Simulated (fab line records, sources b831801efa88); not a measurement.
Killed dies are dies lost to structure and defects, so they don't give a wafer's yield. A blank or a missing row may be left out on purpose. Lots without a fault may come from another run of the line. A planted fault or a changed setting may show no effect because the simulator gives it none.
Which tool did it? | flow sky130 | 12 lots, 36 wafers sampled, at 2 steps of a route of 708

WHAT THE GAUGES READ, wafer by wafer
SKY_CONTACT_RS_MEAS_25: measures by four-point-probe.
lot  | measured     | on            | CONTACT_W_RS (ohm/sq)
L075 | day 31 19:19 | film_metro-01 | 0.337 0.342 0.341
L077 | day 32 06:16 | film_metro-03 | 0.346 0.347 0.347
L079 | day 34 09:47 | film_metro-04 | 0.341 0.341 0.338
L082 | day 34 15:07 | film_metro-03 | 0.339 0.342 0.342
L083 | day 34 22:07 | film_metro-04 | 0.342 0.337 0.341
L085 | day 35 17:59 | film_metro-01 | 0.341 0.337 0.338
L087 | day 35 19:47 | film_metro-03 | 0.341 0.345 0.348
L089 | day 37 10:59 | film_metro-03 | 0.344 0.345 0.342
L091 | day 37 23:58 | film_metro-01 | 0.336 0.342 0.339
L093 | day 38 11:08 | film_metro-03 | 0.342 0.339 0.335
L095 | day 39 00:18 | film_metro-01 | 0.340 0.336 0.340
L097 | day 39 20:26 | film_metro-03 | 0.335 0.336 0.334

WHICH TOOL RAN EACH LOT (tool, then ch and the chambers of the sampled wafers, then the start)
lot  | SKY_FIELD_ISO_CMP_27
L075 | cmp-01 ch 0,1,2, day 2 18:25
L077 | cmp-02 ch 0,1,3, day 3 00:29
L079 | cmp-01 ch 0,1,2, day 4 06:38
L082 | cmp-01 ch 1,2,3, day 4 08:16
L083 | cmp-01 ch 1,2, day 4 13:47
L085 | cmp-01 ch 0,1,2, day 5 00:38
L087 | cmp-02 ch 1,2, day 5 05:12
L089 | cmp-01 ch 1,2,3, day 6 01:32
L091 | cmp-01 ch 0,1, day 6 11:19
L093 | cmp-02 ch 0,2,3, day 6 22:32
L095 | cmp-01 ch 0,1,3, day 7 09:34
L097 | cmp-02 ch 0,1,3, day 7 14:25
- SKY_FIELD_ISO_CMP_27: polishes, stops on Si3N4, t overpolish 16 s, target thk 457.8 nm.

THE ANSWER, worked out from the rows above alone
Rule: what is usual is taken from the lots themselves. Put in order of their means at a reading, lots are off if they are a third of the lots or fewer, leave a main group of 4 or more, and stand apart from it by a gap of 3 or more times the standard deviation of the main group's means; of several such gaps the widest counts. A main group whose means are all the same, to the digits that the tables above print for the reading, isn't used. A lot without any number at a reading at which 4 lots or more have one is off too. The other lots that the step has rows for count as sound.
No lot is off at any reading shown: from this, nothing can be told.

WHAT THE SIMULATOR HAD PUT IN
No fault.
